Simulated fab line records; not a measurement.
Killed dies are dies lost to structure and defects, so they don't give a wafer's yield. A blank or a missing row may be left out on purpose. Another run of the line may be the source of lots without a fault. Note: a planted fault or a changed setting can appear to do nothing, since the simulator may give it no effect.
fab line records    flow sfq-line
record lots=5  wafers=23
route steps=325 shown INCOMING@2 L0@6 L0V@17 M0@32 I0@50 M1@62
start-h: hours from the record's opening day to when the first of the lot's shown wafers began    wait-h: time in hours since the lot's previous step    " as in the row above    L1.1+2: a row that stands for several wafers    - no value, or no start was given    * or withheld: withheld    < > ~ a bound
route shown NAME@n: NAME is a module with steps in the file, n the number in the route of the first one    usual: the fault-free wafers' mean and standard deviation    same: alike in all rows    chamber/n: place in a boat    sites: the reading at each site    _std_site: standard deviation of those values    _edge_site: mean of outer sites minus mean of inner sites    radius-mm: how far each site lies from the wafer's centre    mask NAME#n: copy n    behind: the most recent tool/chamber to have shaped the wafer    hold: why the lot was held/for how many hours/how that ended    device: which transistor (n, p or np) failed to switch    end of line: the same wafers' tests at the end of the route    for a step that has no rows: nothing shown but its recipe    killed: count of dies lost to structure and defects at first sort (not the wafer's yield)    map: shows each die of a wafer: x if killed, . if not, _ if none is there
set.NAME: the setting the step ran with; set.NAME@STEP: the setting that earlier step ran with    model.NAME: the simulator's own value behind a step, which no gauge read
lots run with intentionally changed settings; tables by step, rows by wafer
## steps
# step SFQ_TRILAYER_INCOMING_OXIDATION_002
# recipe temp-c=1000  ambient=H2O  target-thk-a=5000  p-h2o-torr=720  ox-time-s=4939
lot.wafer  tool        chamber  start-h  wait-h  set.temp-c  model.SiO2_of_TRILAYER_INCOMING_OXIDATION_002.thk-nm
L074.2     -           -        -        0.1     1025        587.5
L074.3     "           -        "        "       1025        589.8
L074.4     "           -        "        "       1025        588.6
L074.5     "           -        "        "       1025        587.4
L074.6     "           -        "        "       1025        587.8
L076.1     -           -        -        0.1     1029        618.6
L076.2     "           -        "        "       1029        611.8
L076.3     "           -        "        "       1029        612.7
L076.5     "           -        "        "       1029        612.8
L076.6     "           -        "        "       1029        605.1
L077.4     furnace-01  0        25.12    0.0     1000        519.4
L077.5     "           0        "        "       1000        516
L077.6     "           0        "        "       1000        515.6
L078.1     -           -        -        0.1     1021        571.1
L078.2     "           -        "        "       1021        570.7
L078.3     "           -        "        "       1021        566.9
L078.5     "           -        "        "       1021        562.7
L078.6     "           -        "        "       1021        569.9
L079.1     -           -        -        0.1     1029        601.1
L079.2     "           -        "        "       1029        603.5
L079.3     "           -        "        "       1029        602.1
L079.4     "           -        "        "       1029        603.7
L079.5     "           -        "        "       1029        601.9
# step SFQ_TRILAYER_L0_LITHO_COAT_010
# recipe resist=BARC  spin-rpm=3000  resist-thk-nm=62
lot.wafer  tool            chamber  start-h  wait-h  set.resist-thk-nm  model.BARC_of_TRILAYER_L0_LITHO_COAT_010.thk-nm
L074.2     litho-track-04  0        12.79    0.1     65.15              65.72
L074.3     "               0        "        "       65.15              65.6
L074.4     "               0        "        "       62                 62.4
L074.5     "               0        "        "       62                 62.31
L074.6     "               0        "        "       62                 62.17
L076.1     litho-track-04  0        22.74    0.1     62                 61.85
L076.2     "               0        "        "       59.84              59.7
L076.3     "               0        "        "       59.84              59.62
L076.5     "               0        "        "       59.84              59.59
L076.6     "               0        "        "       62                 61.81
L077.4+6   litho-track-03  0        27.89    0.2     62                 61.78
L077.5     "               0        "        "       62                 62.01
L078.1     litho-track-02  0        32.74    0.1     62                 61.94
L078.2     "               0        "        "       60.77              60.75
L078.3     "               0        "        "       62                 61.81
L078.5     "               0        "        "       62                 61.79
L078.6     "               0        "        "       60.77              60.48
L079.1     litho-track-03  0        37.74    0.1     62                 62.04
L079.2     "               0        "        "       62                 62.07
L079.3     "               0        "        "       62                 62.1
L079.4     "               0        "        "       59.8               59.86
L079.5     "               0        "        "       59.8               59.84
# step SFQ_TRILAYER_L0_BARC_OPEN_METAL_ETCH_010
# recipe mask-material=PR  chemistry=O2  target-depth-nm=125  target=BARC  icp-w=600  bias-w=80  pressure-mtorr=10  time-s=41.7
lot.wafer  tool          chamber  start-h  wait-h  set.bias-w  set.resist-thk-nm@TRILAYER_L0_LITHO_COAT_010  model.etch.depth-nm
L074.2+3   rie-metal-02  1,0      23.52    0.1     80          65.15                                         -
L074.4     "             1        "        "       72.74       62                                            -
L074.5     "             1        "        "       80          62                                            -
L074.6     "             0        "        "       72.74       62                                            62.17
L076.1     rie-metal-04  1        38.81    0.1     80          62                                            61.85
L076.2     "             1        "        "       80          59.84                                         59.7
L076.3     "             1        "        "       80          59.84                                         59.62
L076.5     "             1        "        "       80          59.84                                         59.59
L076.6     "             1        "        "       80          62                                            61.81
L077.4+6   rie-metal-04  1,0      44.38    0.1     80          62                                            61.78
L077.5     "             1        "        "       80          62                                            62.01
L078.1     rie-metal-02  0        47.96    0.1     80          62                                            61.94
L078.2+6   "             1,0      "        "       80          60.77                                         -
L078.3+5   "             0,1      "        "       80          62                                            -
L079.1     rie-metal-04  1        52.76    0.1     80          62                                            62.04
L079.2     "             0        "        "       73.04       62                                            -
L079.3     "             0        "        "       80          62                                            62.1
L079.4     "             1        "        "       73.04       59.8                                          59.86
L079.5     "             0        "        "       73.04       59.8                                          -
# step SFQ_TRILAYER_L0_VIA_LITHO_COAT_018
# recipe resist=BARC  spin-rpm=3000  resist-thk-nm=62
lot.wafer  tool            chamber  start-h  wait-h  set.spin-rpm  model.BARC_of_TRILAYER_L0_VIA_LITHO_COAT_018.thk-nm
L074.2     litho-track-03  0        24.47    0.1     2867          63.32
L074.3     "               0        "        "       2867          63.4
L074.4     "               0        "        "       3000          61.95
L074.5     "               0        "        "       3000          61.92
L074.6     "               0        "        "       2867          63.53
L076.1+2   litho-track-01  0        40.42    0.0     3000          62.1
L076.3     "               0        "        "       3000          62.14
L076.5     "               0        "        "       3000          62.06
L076.6     "               0        "        "       3000          62.21
L077.4     litho-track-01  0        45.43    0.1     3000          62.12
L077.5     "               0        "        "       3000          61.97
L077.6     "               0        "        "       3000          62.35
L078.1     litho-track-02  0        49.04    0.0     3000          61.74
L078.2     "               0        "        "       3000          61.84
L078.3     "               0        "        "       3000          61.75
L078.5     "               0        "        "       3000          61.89
L078.6     "               0        "        "       3000          61.92
L079.1     litho-track-03  0        53.67    0.0     3000          62.13
L079.2     "               0        "        "       3000          61.98
L079.3     "               0        "        "       2927          62.79
L079.4     "               0        "        "       3000          62.06
L079.5     "               0        "        "       2927          62.71
# step SFQ_TRILAYER_M0_LITHO_COAT_026
# recipe resist=BARC  spin-rpm=3000  resist-thk-nm=62
lot.wafer  tool            chamber  start-h  wait-h  set.spin-rpm  model.BARC_of_TRILAYER_M0_LITHO_COAT_026.thk-nm
L074.2     litho-track-01  0        95.36    0.1     2880          63.15
L074.3     "               0        "        "       3000          61.79
L074.4     "               0        "        "       3000          61.75
L074.5     "               0        "        "       3000          61.84
L074.6     "               0        "        "       2880          63.35
L076.1     litho-track-04  0        107.31   0.1     2797          64.12
L076.2     "               0        "        "       3000          61.85
L076.3     "               0        "        "       3000          62.06
L076.5     "               0        "        "       2797          64.19
L076.6     "               0        "        "       2797          64.13
L077.4     litho-track-04  0        112.26   0.2     3000          62
L077.5     "               0        "        "       3000          61.79
L077.6     "               0        "        "       3000          61.94
L078.1     litho-track-01  0        117.51   0.1     3000          61.96
L078.2     "               0        "        "       2860          63.59
L078.3     "               0        "        "       3000          61.86
L078.5     "               0        "        "       2860          63.37
L078.6     "               0        "        "       3000          61.97
L079.1     litho-track-01  0        121.71   0.1     3000          62.16
L079.2     "               0        "        "       3214          60.27
L079.3     "               0        "        "       3214          60.26
L079.4     "               0        "        "       3214          60.04
L079.5     "               0        "        "       3000          62.26
# step SFQ_TRILAYER_M0_LITHO_COAT_021
# recipe resist=KrF  spin-rpm=3000  resist-thk-nm=600
lot.wafer   tool            chamber  start-h  wait-h  set.resist-thk-nm  model.KrF_of_TRILAYER_M0_LITHO_COAT_021.thk-nm
L074.2      litho-track-01  0        95.66    0.2     571.2              571.6
L074.3      "               0        "        "       600                600.3
L074.4      "               0        "        "       571.2              574.1
L074.5      "               0        "        "       600                601.7
L074.6      "               0        "        "       600                602
L076.1      litho-track-04  0        107.61   0.2     573.4              571.9
L076.2      "               0        "        "       573.4              571.7
L076.3      "               0        "        "       600                596.8
L076.5      "               0        "        "       600                599.2
L076.6      "               0        "        "       573.4              573.6
L077.4      litho-track-04  0        112.56   0.2     600                599.2
L077.5      "               0        "        "       600                599.7
L077.6      "               0        "        "       600                599.5
L078.1      litho-track-01  0        117.81   0.2     600                599.6
L078.2      "               0        "        "       600                597.6
L078.3      "               0        "        "       600                600.1
L078.5      "               0        "        "       600                600.8
L078.6      "               0        "        "       600                598.7
L079.1+4+5  litho-track-01  0        122.01   0.2     600                600
L079.2      "               0        "        "       600                599.1
L079.3      "               0        "        "       600                599.6
# step SFQ_TRILAYER_M0_BARC_OPEN_METAL_ETCH_031
# recipe mask-material=PR  chemistry=O2  target-depth-nm=125  target=BARC  icp-w=600  bias-w=80  pressure-mtorr=10  time-s=41.7
lot.wafer  tool          chamber  start-h  wait-h  set.time-s  set.spin-rpm@TRILAYER_M0_LITHO_COAT_026  set.resist-thk-nm@TRILAYER_M0_LITHO_COAT_021  model.KrF_of_TRILAYER_M0_LITHO_COAT_021.thk-nm  model.etch.depth-nm
L074.2     rie-metal-03  0        170.95   0.0     41.7        2880                                     571.2                                         495                                             -
L074.3     "             1        "        "       41.7        3000                                     600                                           523.3                                           -
L074.4     "             0        "        "       39.11       3000                                     571.2                                         500.9                                           -
L074.5     "             1        "        "       41.7        3000                                     600                                           525.4                                           -
L074.6     "             0        "        "       39.11       2880                                     600                                           528.4                                           63.35
L076.1     rie-metal-03  0        185.57   0.0     41.7        2797                                     573.4                                         494.8                                           64.12
L076.2     "             1        "        "       41.7        3000                                     573.4                                         493.8                                           61.85
L076.3     "             1        "        "       41.7        3000                                     600                                           519.1                                           62.06
L076.5     "             1        "        "       45          2797                                     600                                           517.1                                           64.19
L076.6     "             0        "        "       45          2797                                     573.4                                         492.9                                           64.13
L077.4     rie-metal-02  0        192.79   0.0     41.7        3000                                     600                                           520.9                                           62
L077.5     "             0        "        "       41.7        3000                                     600                                           521.8                                           61.79
L077.6     "             1        "        "       41.7        3000                                     600                                           521.7                                           61.94
L078.1     rie-metal-04  1        212.90   0.0     41.7        3000                                     600                                           524.1                                           61.96
L078.2     "             0        "        "       41.7        2860                                     600                                           520.4                                           -
L078.3     "             0        "        "       41.7        3000                                     600                                           522.9                                           -
L078.5     "             0        "        "       41.7        2860                                     600                                           523.4                                           -
L078.6     "             1        "        "       41.7        3000                                     600                                           523                                             -
L079.1     rie-metal-03  0        215.30   0.0     45.14       3000                                     600                                           519.1                                           62.16
L079.2     "             1        "        "       41.7        3214                                     600                                           521                                             -
L079.3     "             1        "        "       41.7        3214                                     600                                           521                                             60.26
L079.4     "             0        "        "       45.14       3214                                     600                                           519.1                                           60.04
L079.5     "             0        "        "       45.14       3000                                     600                                           518.7                                           -
# step SFQ_TRILAYER_M0_ETCH_METAL_ETCH_024
# recipe target=Nb  stop-on=SiO2  mask-material=PR  chemistry=Cl2/Ar  target-depth-nm=240  icp-w=600  bias-w=80  pressure-mtorr=10  time-s=120
lot.wafer  tool          chamber  start-h  wait-h  set.resist-thk-nm@TRILAYER_M0_LITHO_COAT_021  model.KrF_of_TRILAYER_M0_LITHO_COAT_021.thk-nm
L074.2     rie-metal-03  0        171.01   0.0     571.2                                         356.7
L074.3     "             1        "        "       600                                           381.7
L074.4     "             0        "        "       571.2                                         361.4
L074.5     "             1        "        "       600                                           384.5
L074.6     "             0        "        "       600                                           388.4
L076.1     rie-metal-03  0        185.63   0.0     573.4                                         355
L076.2     "             1        "        "       573.4                                         351.4
L076.3     "             1        "        "       600                                           376.7
L076.5     "             1        "        "       600                                           374.2
L076.6     "             0        "        "       573.4                                         351.8
L077.4     rie-metal-02  0        192.88   0.1     600                                           378.8
L077.5     "             0        "        "       600                                           379.1
L077.6     "             1        "        "       600                                           381.1
L078.1     rie-metal-04  1        212.96   0.0     600                                           386
L078.2     "             0        "        "       600                                           379.1
L078.3     "             0        "        "       600                                           380.8
L078.5     "             0        "        "       600                                           381.9
L078.6     "             1        "        "       600                                           385.1
L079.1     rie-metal-03  0        215.36   0.0     600                                           381.7
L079.2     "             1        "        "       600                                           376.7
L079.3     "             1        "        "       600                                           378.5
L079.4     "             0        "        "       600                                           382.4
L079.5     "             0        "        "       600                                           380.8
# step SFQ_TRILAYER_I0_VIA_LITHO_EXPOSE_032
# recipe mask-id=I0  na=0.6  source-shape=conventional  sigma-outer=0.65  target-cd-nm=500  dose-mj=21.3
lot.wafer       tool            chamber  start-h  wait-h  mask  set.dose-mj
L074.2+3+4      krf-scanner-01  0        296.41   -       I0#0  21.3
L074.5+6        "               0        "        "       I0#0  20.12
L076.1+6        krf-scanner-01  0        312.97   -       I0#0  21.3
L076.2+3+5      "               0        "        "       I0#0  22.85
L077.4+5+6      krf-scanner-01  0        325.19   -       I0#0  21.3
L078.1+2+3+5+6  krf-scanner-01  0        336.59   -       I0#0  21.3
L079.1+3        krf-scanner-01  0        339.09   -       I0#0  22.13
L079.2+4+5      "               0        "        "       I0#0  21.3
# step SFQ_TRILAYER_I0_VIA_LITHO_PEB_034
# recipe peb-temp-c=115  peb-time-s=60  resist=KrF
# step SFQ_TRILAYER_I0_VIA_LITHO_DEVELOP_033
# recipe time-s=60  resist=KrF
# step SFQ_TRILAYER_I0_VIA_BARC_OPEN_VIA_ETCH_046
# recipe mask-material=PR  chemistry=O2  target-depth-nm=125  target=BARC  source-w=500  bias-w=80  pressure-mtorr=30  time-s=43.31
lot.wafer  tool         chamber  start-h  wait-h  set.dose-mj@TRILAYER_I0_VIA_LITHO_EXPOSE_032  model.I0.cd-nm
L074.2     rie-diel-01  3        297.75   0.0     21.3                                          498.6
L074.3     "            2        "        "       21.3                                          499.1
L074.4     "            0        "        "       21.3                                          497.6
L074.5     "            1        "        "       20.12                                         489.1
L074.6     "            0        "        "       20.12                                         490
L076.1     rie-diel-01  1        314.50   0.0     21.3                                          498.9
L076.2+5   "            2,3      "        "       22.85                                         512.4
L076.3     "            3        "        "       22.85                                         512.6
L076.6     "            2        "        "       21.3                                          501.4
L077.4     rie-diel-01  1        326.13   0.0     21.3                                          500.5
L077.5     "            2        "        "       21.3                                          502.4
L077.6     "            1        "        "       21.3                                          499.4
L078.1+6   rie-diel-01  1,0      338.13   0.0     21.3                                          499.7
L078.2     "            3        "        "       21.3                                          501.2
L078.3     "            2        "        "       21.3                                          501.7
L078.5     "            3        "        "       21.3                                          500.9
L079.1     rie-diel-03  0        340.63   0.0     22.13                                         506.2
L079.2     "            3        "        "       21.3                                          499.4
L079.3     "            2        "        "       22.13                                         504.7
L079.4     "            2        "        "       21.3                                          500.2
L079.5     "            3        "        "       21.3                                          500.7
# step SFQ_TRILAYER_I0_VIA_ETCH_VIA_ETCH_034
# recipe target=SiO2  stop-on=Nb  mask-material=PR  taper-deg=20  chemistry=CHF3  target-depth-nm=260  source-w=500  bias-w=80  pressure-mtorr=30  time-s=withheld
lot.wafer  tool         chamber  start-h  wait-h  set.source-w  set.dose-mj@TRILAYER_I0_VIA_LITHO_EXPOSE_032  model.I0.cd-nm
L074.2     rie-diel-01  3        297.79   0.0     470.6         21.3                                          495.9
L074.3     "            2        "        "       500           21.3                                          498.2
L074.4     "            0        "        "       470.6         21.3                                          498.6
L074.5     "            1        "        "       470.6         20.12                                         487.9
L074.6     "            0        "        "       500           20.12                                         491.1
L076.1     rie-diel-01  1        314.54   0.0     500           21.3                                          498.8
L076.2+5   "            2,3      "        "       500           22.85                                         510.5
L076.3     "            3        "        "       474.6         22.85                                         509.8
L076.6     "            2        "        "       474.6         21.3                                          499.8
L077.4     rie-diel-01  1        326.17   0.0     500           21.3                                          500.2
L077.5     "            2        "        "       500           21.3                                          500
L077.6     "            1        "        "       500           21.3                                          497.3
L078.1     rie-diel-01  1        338.17   0.0     500           21.3                                          497.9
L078.2     "            3        "        "       550.3         21.3                                          500.2
L078.3     "            2        "        "       500           21.3                                          498.7
L078.5+6   "            3,0      "        "       550.3         21.3                                          500.4
L079.1     rie-diel-03  0        340.67   0.0     500           22.13                                         507.6
L079.2     "            3        "        "       500           21.3                                          501
L079.3     "            2        "        "       500           22.13                                         504.6
L079.4     "            2        "        "       500           21.3                                          500.5
L079.5     "            3        "        "       500           21.3                                          503.1
# step SFQ_TRILAYER_M1_LITHO_COAT_044
# recipe resist=BARC  spin-rpm=3000  resist-thk-nm=62
lot.wafer  tool            chamber  start-h  wait-h  set.spin-rpm  model.BARC_of_TRILAYER_M1_LITHO_COAT_044.thk-nm
L074.2     litho-track-02  0        299.03   0.1     2791          64.16
L074.3     "               0        "        "       2791          64.2
L074.4     "               0        "        "       3000          62.14
L074.5     "               0        "        "       3000          61.82
L074.6     "               0        "        "       3000          61.95
L076.1     litho-track-03  0        315.73   0.1     3000          62
L076.2     "               0        "        "       3150          60.69
L076.3     "               0        "        "       3000          61.98
L076.5     "               0        "        "       3150          60.59
L076.6     "               0        "        "       3150          60.56
L077.4     litho-track-04  0        327.51   0.2     3000          61.86
L077.5     "               0        "        "       3000          61.75
L077.6     "               0        "        "       3000          61.67
L078.1     litho-track-04  0        339.36   0.1     3000          61.55
L078.2     "               0        "        "       3000          61.9
L078.3     "               0        "        "       3000          61.63
L078.5     "               0        "        "       2908          62.69
L078.6     "               0        "        "       2908          62.7
L079.1+5   litho-track-02  0        341.86   0.1     3000          62.02
L079.2     "               0        "        "       3000          62.11
L079.3     "               0        "        "       3000          61.94
L079.4     "               0        "        "       3000          61.82
# step SFQ_TRILAYER_M1_LITHO_EXPOSE_040
# recipe mask-id=M1  na=0.6  source-shape=conventional  sigma-outer=0.65  target-cd-nm=500  dose-mj=14.4
lot.wafer   tool            chamber  start-h  wait-h  mask  set.dose-mj
L074.2+5    krf-scanner-02  0        317.47   -       M1#0  13.91
L074.3+4+6  "               0        "        "       M1#0  14.4
L076.1+2+6  krf-scanner-02  0        325.67   -       M1#0  13.97
L076.3+5    "               0        "        "       M1#0  14.4
L077.4+5+6  krf-scanner-02  0        340.48   -       M1#0  14.4
L078.1+5    krf-scanner-02  0        347.08   -       M1#0  15.48
L078.2+3+6  "               0        "        "       M1#0  14.4
L079.1+2    krf-scanner-02  0        348.28   -       M1#0  14.4
L079.3+4+5  "               0        "        "       M1#0  14.72
# step SFQ_TRILAYER_M1_LITHO_PEB_042
# recipe peb-temp-c=115  peb-time-s=60  resist=KrF
# step SFQ_TRILAYER_M1_LITHO_DEVELOP_041
# recipe time-s=60  resist=KrF
# step SFQ_TRILAYER_M1_BARC_OPEN_METAL_ETCH_054
# recipe mask-material=PR  chemistry=O2  target-depth-nm=125  target=BARC  icp-w=600  bias-w=80  pressure-mtorr=10  time-s=41.7
lot.wafer  tool          chamber  start-h  wait-h  set.dose-mj@TRILAYER_M1_LITHO_EXPOSE_040  model.M1.cd-nm
L074.2     rie-metal-01  0        318.81   0.0     13.91                                     505.1
L074.3     "             1        "        "       14.4                                      502.3
L074.4     "             0        "        "       14.4                                      499.9
L074.5     "             1        "        "       13.91                                     506.2
L074.6     "             0        "        "       14.4                                      499
L076.1     rie-metal-02  0        327.21   0.0     13.97                                     503.7
L076.2     "             1        "        "       13.97                                     502.4
L076.3     "             1        "        "       14.4                                      498.8
L076.5     "             1        "        "       14.4                                      498.3
L076.6     "             0        "        "       13.97                                     504.5
L077.4     rie-metal-04  1        341.43   0.0     14.4                                      499.7
L077.5     "             1        "        "       14.4                                      500.1
L077.6     "             0        "        "       14.4                                      498.6
L078.1     rie-metal-04  1        348.61   0.0     15.48                                     489.2
L078.2     "             0        "        "       14.4                                      498.8
L078.3     "             0        "        "       14.4                                      500
L078.5     "             0        "        "       15.48                                     488.9
L078.6     "             1        "        "       14.4                                      498.5
L079.1     rie-metal-01  1        349.81   0.0     14.4                                      499.4
L079.2     "             0        "        "       14.4                                      497.6
L079.3     "             1        "        "       14.72                                     494.5
L079.4     "             0        "        "       14.72                                     493.9
L079.5     "             0        "        "       14.72                                     494
# step SFQ_TRILAYER_M1_ETCH_METAL_ETCH_042
# recipe target=Nb  stop-on=SiO2  mask-material=PR  chemistry=Cl2/Ar  target-depth-nm=240  icp-w=592.6  bias-w=80  pressure-mtorr=10  time-s=120
lot.wafer  tool          chamber  start-h  wait-h  set.dose-mj@TRILAYER_M1_LITHO_EXPOSE_040  model.M1.cd-nm
L074.2     rie-metal-01  0        318.87   0.0     13.91                                     506.2
L074.3     "             1        "        "       14.4                                      502.3
L074.4     "             0        "        "       14.4                                      503.3
L074.5     "             1        "        "       13.91                                     505.1
L074.6     "             0        "        "       14.4                                      500.9
L076.1     rie-metal-02  0        327.27   0.0     13.97                                     505.4
L076.2     "             1        "        "       13.97                                     502
L076.3     "             1        "        "       14.4                                      497
L076.5     "             1        "        "       14.4                                      497.3
L076.6     "             0        "        "       13.97                                     506.3
L077.4     rie-metal-04  1        341.52   0.1     14.4                                      499.7
L077.5     "             1        "        "       14.4                                      499.2
L077.6     "             0        "        "       14.4                                      499.8
L078.1     rie-metal-04  1        348.67   0.0     15.48                                     488.6
L078.2     "             0        "        "       14.4                                      499.9
L078.3     "             0        "        "       14.4                                      500.7
L078.5     "             0        "        "       15.48                                     489.7
L078.6     "             1        "        "       14.4                                      498
L079.1     rie-metal-01  1        349.87   0.0     14.4                                      498.2
L079.2     "             0        "        "       14.4                                      499.8
L079.3     "             1        "        "       14.72                                     493.7
L079.4     "             0        "        "       14.72                                     496.7
L079.5     "             0        "        "       14.72                                     496.2
## key
split step=SFQ_TRILAYER_INCOMING_OXIDATION_002  setting=temp-c  stated=1000  by=lot
response step=SFQ_TRILAYER_INCOMING_OXIDATION_002  reading=model.SiO2_of_TRILAYER_INCOMING_OXIDATION_002.thk-nm  change=+31.3  per=1%  r=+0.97
split step=SFQ_TRILAYER_L0_LITHO_COAT_010  setting=resist-thk-nm  stated=62  by=wafer
response step=SFQ_TRILAYER_L0_LITHO_COAT_010  reading=model.BARC_of_TRILAYER_L0_LITHO_COAT_010.thk-nm  change=+0.645  per=1%  r=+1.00
response step=SFQ_TRILAYER_L0_BARC_OPEN_METAL_ETCH_010  reading=model.etch.depth-nm  change=+0.629  per=1%  r=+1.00
split step=SFQ_TRILAYER_L0_BARC_OPEN_METAL_ETCH_010  setting=bias-w  stated=80  by=wafer
response none clear
split step=SFQ_TRILAYER_L0_VIA_LITHO_COAT_018  setting=spin-rpm  stated=3000  by=wafer
response step=SFQ_TRILAYER_L0_VIA_LITHO_COAT_018  reading=model.BARC_of_TRILAYER_L0_VIA_LITHO_COAT_018.thk-nm  change=-0.323  per=1%  r=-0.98
split step=SFQ_TRILAYER_M0_LITHO_COAT_026  setting=spin-rpm  stated=3000  by=wafer
response step=SFQ_TRILAYER_M0_LITHO_COAT_026  reading=model.BARC_of_TRILAYER_M0_LITHO_COAT_026.thk-nm  change=-0.315  per=1%  r=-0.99
response step=SFQ_TRILAYER_M0_BARC_OPEN_METAL_ETCH_031  reading=model.etch.depth-nm  change=-0.308  per=1%  r=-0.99
split step=SFQ_TRILAYER_M0_LITHO_COAT_021  setting=resist-thk-nm  stated=600  by=wafer
response step=SFQ_TRILAYER_M0_LITHO_COAT_021  reading=model.KrF_of_TRILAYER_M0_LITHO_COAT_021.thk-nm  change=+5.87  per=1%  r=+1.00
response step=SFQ_TRILAYER_M0_BARC_OPEN_METAL_ETCH_031  reading=model.KrF_of_TRILAYER_M0_LITHO_COAT_021.thk-nm  change=+5.64  per=1%  r=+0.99
response step=SFQ_TRILAYER_M0_ETCH_METAL_ETCH_024  reading=model.KrF_of_TRILAYER_M0_LITHO_COAT_021.thk-nm  change=+5.26  per=1%  r=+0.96
split step=SFQ_TRILAYER_M0_BARC_OPEN_METAL_ETCH_031  setting=time-s  stated=41.7  by=wafer
response none clear
split step=SFQ_TRILAYER_I0_VIA_LITHO_EXPOSE_032  setting=dose-mj  stated=21.3  by=wafer
response step=SFQ_TRILAYER_I0_VIA_BARC_OPEN_VIA_ETCH_046  reading=model.I0.cd-nm  change=+1.61  per=1%  r=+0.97
response step=SFQ_TRILAYER_I0_VIA_ETCH_VIA_ETCH_034  reading=model.I0.cd-nm  change=+1.44  per=1%  r=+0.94
split step=SFQ_TRILAYER_I0_VIA_ETCH_VIA_ETCH_034  setting=source-w  stated=500  by=wafer
response none clear
split step=SFQ_TRILAYER_M1_LITHO_COAT_044  setting=spin-rpm  stated=3000  by=wafer
response step=SFQ_TRILAYER_M1_LITHO_COAT_044  reading=model.BARC_of_TRILAYER_M1_LITHO_COAT_044.thk-nm  change=-0.305  per=1%  r=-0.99
split step=SFQ_TRILAYER_M1_LITHO_EXPOSE_040  setting=dose-mj  stated=14.4  by=wafer
response step=SFQ_TRILAYER_M1_BARC_OPEN_METAL_ETCH_054  reading=model.M1.cd-nm  change=-1.44  per=1%  r=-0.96
response step=SFQ_TRILAYER_M1_ETCH_METAL_ETCH_042  reading=model.M1.cd-nm  change=-1.47  per=1%  r=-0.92
